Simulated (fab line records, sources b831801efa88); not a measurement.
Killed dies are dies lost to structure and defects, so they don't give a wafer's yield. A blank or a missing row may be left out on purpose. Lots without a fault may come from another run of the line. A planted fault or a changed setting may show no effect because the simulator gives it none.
Chamber matching | flow sky130 | SKY_PASSIVATION_CVD_02 on pecvd-04: 3 sister chambers
The step deposits Si3N4, target thk 540 nm. 3 wafers are shown with their chamber, then 11 later ones without.

WAFERS WITH THEIR CHAMBER
wafer  | chamber | heater_power_w (W)
L089.5 | 1       | 761
L089.6 | 0       | 613
L090.1 | 2       | 646

WAFERS WITHOUT THEIR CHAMBER
wafer  | heater_power_w (W)
L090.2 | 629
L090.6 | 635
L093.1 | 787
L093.3 | 641
L093.4 | 662
L094.1 | 753
L094.2 | 687
L094.6 | 758
L096.1 | 695
L096.4 | 721
L096.6 | 709

WHICH CHAMBER EACH WENT THROUGH
wafer  | from the rows above          | in truth
L090.2 | can't be placed: 0 or 2      | 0
L090.6 | can't be placed: 2 or 0      | 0
L093.1 | 1                            | 1
L093.3 | can't be placed: 2 or 0      | 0
L093.4 | can't be placed: 2 or 0      | 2
L094.1 | 1                            | 1
L094.2 | can't be placed: 2 or 0 or 1 | 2
L094.6 | 1                            | 1
L096.1 | can't be placed: 2 or 1 or 0 | 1
L096.4 | can't be placed: 1 or 2      | 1
L096.6 | can't be placed: 1 or 2 or 0 | 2
Placed correctly: 3 of 11. Can't be placed from these rows: 8 (the true chamber is among the candidates in 8). Placed wrongly: 0.
How it was worked out, from the rows above alone: a wafer's distance from a chamber is the root of the sum, over the readings, of the square of ((its reading less the chamber's mean) divided by the reading's scatter). The wafer belongs to the nearest chamber; if the next one is less than 2 further off, it can't be placed. A chamber's mean is the mean of its shown wafers. The scatter: with one shown wafer a chamber, the root of the mean of the squares of how far each hidden wafer lies from its nearest shown one.
